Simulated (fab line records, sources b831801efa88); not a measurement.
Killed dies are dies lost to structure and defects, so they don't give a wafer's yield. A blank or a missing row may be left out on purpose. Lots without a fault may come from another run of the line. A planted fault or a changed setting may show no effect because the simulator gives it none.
A struck lot beside a sound one | flow sky130 | 15 steps out of a route of 708
Sound: wafers L103.4, L103.5, L103.6. Struck: wafers L109.1, L109.2, L109.6. The cause comes at the end.
At each step with rows: each side's tool, then ch and its chambers, then its first start. Under that, the readings that differ: sound wafers | struck wafers | difference of the means | sigmas: that difference in standard deviations of wafers without a fault.
alike: readings whose means differ by less than 2 such deviations, and words and numbers that are the same on both sides. not compared: withheld readings, readings that some wafer has no value for, bounds like >300 that may hide the same value, and numbers for which the record gives no deviation and whose values overlap.
The two part at a step that has a row with sigmas, a row that says differs or no value, or rows on one side only. Numbers that don't overlap but have no deviation are shown without sigmas and don't part them. A reading that every wafer of one side lacks parts them only if that side has two wafers or more.

SKY_LDD_LDN_TW_MEAS_13:
  sound on film_metro-02, day 31 09:24; struck on film_metro-01, day 31 18:46
  reading    | sound          | struck         | difference | sigmas
  LDD_LDN_TW | 1495 1494 1497 | 1479 1484 1477 | -15        | -2
then, 2 steps without rows for these wafers: SKY_LDD_LDN_CLEAN_14 (cleans in SC1/SC2, time 150 s); SKY_SPACER_CVD_00 (deposits Si3N4 from DCS/NH3, target thk 43.1 nm, time 740 s).
SKY_SPACER_THK_MEAS_01:
  sound on film_metro-03, day 31 12:07; struck on film_metro-01, day 31 20:05
  reading                | sound          | struck         | difference | sigmas
  SPACER_CVD_00_THK (nm) | 43.4 43.7 43.4 | 42.4 42.4 42.5 | -1.1       | -3
SKY_SPACER_ETCHBACK_02: etches Si3N4 in CH3F/O2, stops on SiO2, time 46.7 s, target depth 45 nm.
  sound on rie_diel-01 ch 0,3, day 31 12:08; struck on rie_diel-03 ch 0,1,3, day 31 20:09
  reading               | sound             | struck            | difference | sigmas
  oes_product_au (a.u.) | 0.855 0.873 0.861 | 0.845 0.853 0.838 | -0.018     | -3
  alike: drypump_motor_current_A, throttle_valve_pct
  not compared: rf_hours_counter_h
then, 7 steps without rows for these wafers: SKY_POLY_CUT_DEHYDRATE_00 (time 60 s); SKY_POLY_CUT_HMDS_01 (prime time 60 s); SKY_POLY_CUT_COAT_02 (resist thk 60 nm); SKY_POLY_CUT_COAT_03 (resist thk 450 nm); SKY_POLY_CUT_SOFTBAKE_04 (time 90 s); SKY_POLY_CUT_EXPOSE_05 (exposes mask NPCM, target cd 270 nm); SKY_POLY_CUT_PEB_06.
SKY_POLY_CUT_DEVELOP_07: develop time 60 s.
  sound on litho_track-04 ch 0, day 32 15:00; struck on litho_track-04 ch 0, day 32 23:00
  reading              | sound             | struck            | difference | sigmas
  developer_temp_C (C) | 20.94 20.90 20.93 | 18.60 18.78 18.75 | -2.21      | -20
SKY_POLY_CUT_CD_MEAS_08: target cd 270 nm.
  sound on cd_sem-01, day 32 15:32; struck on cd_sem-02, day 32 23:29
  reading    | sound             | struck            | difference | sigmas
  cd_nm (nm) | 271.2 271.9 269.7 | 266.6 267.2 266.0 | -4.3       | -3
-- the record jumps here: 19 days lie between the struck wafers' starts before and after (it left off in module POLY_CUT and takes up again in module PAD_OPEN, whose first step shown is number 708 of the route) --
SKY_PAD_OPEN_PROBE_99:
  the record has rows for the struck wafers here (prober-02, day 51 21:56) and none for the sound ones

WHERE THEY PART
First at SKY_LDD_LDN_TW_MEAS_13; last, within this record, at SKY_PAD_OPEN_PROBE_99.

WHY: what the simulator had put in
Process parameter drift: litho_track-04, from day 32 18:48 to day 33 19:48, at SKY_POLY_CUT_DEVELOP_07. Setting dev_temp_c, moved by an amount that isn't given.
